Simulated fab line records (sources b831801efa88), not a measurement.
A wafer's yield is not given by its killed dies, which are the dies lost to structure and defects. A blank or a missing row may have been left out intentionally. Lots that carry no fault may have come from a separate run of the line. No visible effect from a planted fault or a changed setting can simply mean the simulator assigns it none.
Commonality check across tools | flow gf180mcu | Lots sampled 13, wafers sampled 45

## WHY IT WAS OPENED
At GF_VT_IMPLANT_RS_MEAS_48 the reading LVPWELL_RS is flagged on 2 of 13 lots. No-fault wafers: 1197 ohm/sq, standard deviation 3.5.
Rule: flag the lot when none of its wafers has a number, or when each of its wafers that has one lies beyond 4 standard deviations from that mean. As for the other lots, they are considered sound.

lot  | measured     | on            | LVPWELL_RS (ohm/sq), wafer by wafer | flag
L747 | day 7 21:58  | film-metro-02 | 1197 1195 1198                      |
L749 | day 8 06:34  | film-metro-01 | 1199 1197 1198                      |
L748 | day 8 08:54  | film-metro-02 | 1199 1198 1197                      |
L751 | day 9 01:36  | film-metro-01 | 1194 1197 1195                      |
L754 | day 9 11:06  | film-metro-02 | 1200 1201 1197                      |
L753 | day 9 12:44  | film-metro-02 | 1207 1205 1204                      |
L755 | day 9 13:40  | film-metro-02 | 1203 1200 1200                      |
L756 | day 9 23:39  | film-metro-04 | 1441 1445 1439 1440 1444 1440       | FLAGGED
L757 | day 10 07:19 | film-metro-01 | 1430 1433 1431 1429 1431 1429       | FLAGGED
L758 | day 10 11:39 | film-metro-01 | 1191 1194 1192                      |
L765 | day 12 13:37 | film-metro-02 | 1191 1191 1199                      |
L769 | day 13 14:21 | film-metro-01 | 1198 1194 1195                      |
L770 | day 13 19:37 | film-metro-02 | 1195 1200 1199                      |
The numbers of the flagged lots are 1436 ohm/sq on average: +239 ohm/sq against the usual, or +68 standard deviations.

## EACH LOT AND THE TOOL IT RAN ON
The record holds 1 process step before the reading, out of a route of 602 steps. Every cell lists first the tool, next ch and the chambers used by the sampled wafers, and last the start.
lot  | flag    | GF_LVPWELL_IMPLANT_09
L747 |         | implanter-04 ch 0, day 4 05:49
L749 |         | implanter-04 ch 0, day 4 14:22
L748 |         | implanter-03 ch 0, day 4 15:03
L751 |         | implanter-01 ch 0, day 5 00:30
L754 |         | implanter-01 ch 0, day 5 12:31
L753 |         | implanter-04 ch 0, day 5 14:18
L755 |         | implanter-04 ch 0, day 5 15:40
L756 | FLAGGED | implanter-04 ch 0, day 5 22:58
L757 | FLAGGED | implanter-04 ch 0, day 6 05:26
L758 |         | implanter-03 ch 0, day 6 08:00
L765 |         | implanter-03 ch 0, day 8 02:32
L769 |         | implanter-01 ch 0, day 9 00:45
L770 |         | implanter-03 ch 0, day 9 05:03
What the steps here do:
- GF_LVPWELL_IMPLANT_09
- GF_VT_IMPLANT_RS_MEAS_48: measures by four-point-probe.

## FLAGGED OVER TOTAL, TOOL BY TOOL (the gauges that took the reading come last)
step                     | tool          | lots run | flagged | share of the flagged lots | sound lots run after its first flagged lot
GF_LVPWELL_IMPLANT_09    | implanter-01  | 3        | 0       | none                      | -
GF_LVPWELL_IMPLANT_09    | implanter-03  | 4        | 0       | none                      | -
GF_LVPWELL_IMPLANT_09    | implanter-04  | 6        | 2       | all                       | 0
GF_VT_IMPLANT_RS_MEAS_48 | film-metro-01 | 5        | 1       | some                      | 2 (L758,L769)
GF_VT_IMPLANT_RS_MEAS_48 | film-metro-02 | 7        | 0       | none                      | -
GF_VT_IMPLANT_RS_MEAS_48 | film-metro-04 | 1        | 1       | some                      | 0

## THE TABLE: WHAT IT ALLOWS
All flagged lots share 1 row of the table, namely implanter-04 at GF_LVPWELL_IMPLANT_09.
- implanter-04 at GF_LVPWELL_IMPLANT_09 ran 6 lots, 2 of them flagged. Last sound lot L755 at day 5 15:40, first flagged lot L756 at day 5 22:58; a fault beginning in between fits. Its own readings lie more than 4 standard deviations out on every wafer of the flagged lots: dose-ions-cm2, faraday-current-uA.
Left over: one tool, implanter-04 at GF_LVPWELL_IMPLANT_09.

## WHAT THE SIMULATOR HAD PUT IN
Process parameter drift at GF_LVPWELL_IMPLANT_09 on implanter-04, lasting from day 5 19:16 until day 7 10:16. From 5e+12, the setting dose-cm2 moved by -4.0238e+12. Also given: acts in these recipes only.
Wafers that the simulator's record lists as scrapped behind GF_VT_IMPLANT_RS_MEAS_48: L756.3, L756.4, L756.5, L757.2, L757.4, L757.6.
Shown lots that were struck: L756, L757. The rule above reached the same finding.
